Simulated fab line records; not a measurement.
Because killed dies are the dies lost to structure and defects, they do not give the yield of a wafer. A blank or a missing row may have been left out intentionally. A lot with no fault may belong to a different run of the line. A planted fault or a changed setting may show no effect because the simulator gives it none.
Which tool was responsible?    flow gf180mcu    18 wafers from 6 lots sampled at 3 of the route's 602 steps

## WHAT THE GAUGES SHOWED, per wafer
GF_V3_CD_MEAS_14: target cd 260 nm.
lot   measured      on        cdNm (nm)
L738  day 22 23:56  cdSem-01  258.5 259.9 257.9
L740  day 23 09:38  cdSem-01  259.5 260.3 260.1
L747  day 26 01:31  cdSem-02  260.5 260.6 259.7
L750  day 26 22:01  cdSem-01  260.4 260.3 260.2
L752  day 27 23:29  cdSem-01  266.0 265.5 266.7
L759  day 29 13:25  cdSem-01  258.8 259.7 259.1

## EACH LOT AND THE TOOL THAT RAN IT (in order: tool; ch and the chambers of the sampled wafers; start)
lot   GF_M3_SPUTTER_04             GF_V3_COAT_09
L738  pvdSputter-01, day 21 00:05  lithoTrack-01 ch 0, day 22 11:00
L740  pvdSputter-04, day 21 10:20  lithoTrack-01 ch 0, day 22 23:00
L747  pvdSputter-04, day 24 05:28  lithoTrack-01 ch 0, day 25 14:00
L750  pvdSputter-04, day 25 02:55  lithoTrack-01 ch 0, day 26 10:00
L752  pvdSputter-04, day 26 04:47  lithoTrack-01 ch 0, day 27 13:00
L759  pvdSputter-04, day 27 23:10  lithoTrack-03 ch 0, day 29 03:00
- GF_M3_SPUTTER_04: material TiN, target thk 50 nm, time 41.7 s.
- GF_V3_COAT_09: resist thk 1000 nm.

## THE ANSWER, worked out from the rows above alone
Rule: what is usual is taken from the lots themselves. The widest of any qualifying gaps counts: lots, ordered by their means at a reading, are off when they make up no more than a third of the lots, leave a main group of 4 or more, and stand apart from it by 3 or more times the standard deviation of that group's means. The tables above print the reading to a certain number of digits; a main group whose means all agree to those digits is not used. Also off: a lot with no number at a reading for which 4 or more lots have one. Any other lot the step has rows for is counted as sound.
Off at GF_V3_CD_MEAS_14 (cdNm): L752. Main group: mean 259.7 nm, sd 0.61.
If a tool, at a process step before that reading, ran all the lots that are off and no sound lot after the first of them, it fits. Those tools and the gauges at GF_V3_CD_MEAS_14 are tried in the same way. One fits: GF_V3_COAT_09 on lithoTrack-01. Its last sound lot is L750 (day 26 10:00), its first lot that is off L752 (day 27 13:00): a fault that began between those two fits.

## WHAT THE SIMULATOR HAD PUT IN
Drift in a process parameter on lithoTrack-01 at GF_V3_COAT_09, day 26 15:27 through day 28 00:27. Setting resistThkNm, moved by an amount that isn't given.
Lots struck among those shown: L752. The rule given above showed the same thing.
